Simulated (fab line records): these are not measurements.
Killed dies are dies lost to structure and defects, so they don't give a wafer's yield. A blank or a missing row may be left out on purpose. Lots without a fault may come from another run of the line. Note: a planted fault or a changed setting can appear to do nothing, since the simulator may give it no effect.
Which tool did it? ; flow gf180mcu ; 7 lots, 21 wafers sampled, at 2 steps of a route of 602

== WHAT EACH GAUGE READ, for each wafer ==
GF_VT_IMPLANT_TW_MEAS_21.
lot;measured;on;VT_IMPLANT_2_TW
L909;day 6 09:24;film_metro-03;1213 1214 1216
L912;day 7 05:58;film_metro-02;1219 1225 1219
L915;day 7 23:02;film_metro-01;1218 1217 1216
L918;day 9 07:43;film_metro-01;1212 1212 1209
L924;day 10 12:52;film_metro-01;1207 1217 1209
L929;day 11 19:27;film_metro-02;1216 1214 1216
L931;day 12 10:59;film_metro-01;1212 1213 1209

== TOOL THAT RAN EACH LOT (tool first, then ch and the chambers of the sampled wafers, then the start) ==
lot;GF_VT_IMPLANT_IMPLANT_19
L909;implanter-03 ch 0, day 6 09:09
L912;implanter-03 ch 0, day 7 05:44
L915;implanter-02 ch 0, day 7 22:50
L918;implanter-04 ch 0, day 9 07:29
L924;implanter-03 ch 0, day 10 12:38
L929;implanter-04 ch 0, day 11 19:12
L931;implanter-04 ch 0, day 12 10:46
- GF_VT_IMPLANT_IMPLANT_19

== THE ANSWER, worked out from the rows above alone ==
Rule: the lots themselves supply what counts as usual. The widest of any qualifying gaps counts: lots, ordered by their means at a reading, are off when they make up no more than a third of the lots, leave a main group of 4 or more, and stand apart from it by 3 or more times the standard deviation of that group's means. The tables above print the reading to a certain number of digits; a main group whose means all agree to those digits is not used. Also off: a lot with no number at a reading for which 4 or more lots have one. The other lots that the step has rows for count as sound.
No lot is off on any of the readings shown, so nothing can be concluded from this.

== WHAT HAD BEEN PUT IN BY THE SIMULATOR ==
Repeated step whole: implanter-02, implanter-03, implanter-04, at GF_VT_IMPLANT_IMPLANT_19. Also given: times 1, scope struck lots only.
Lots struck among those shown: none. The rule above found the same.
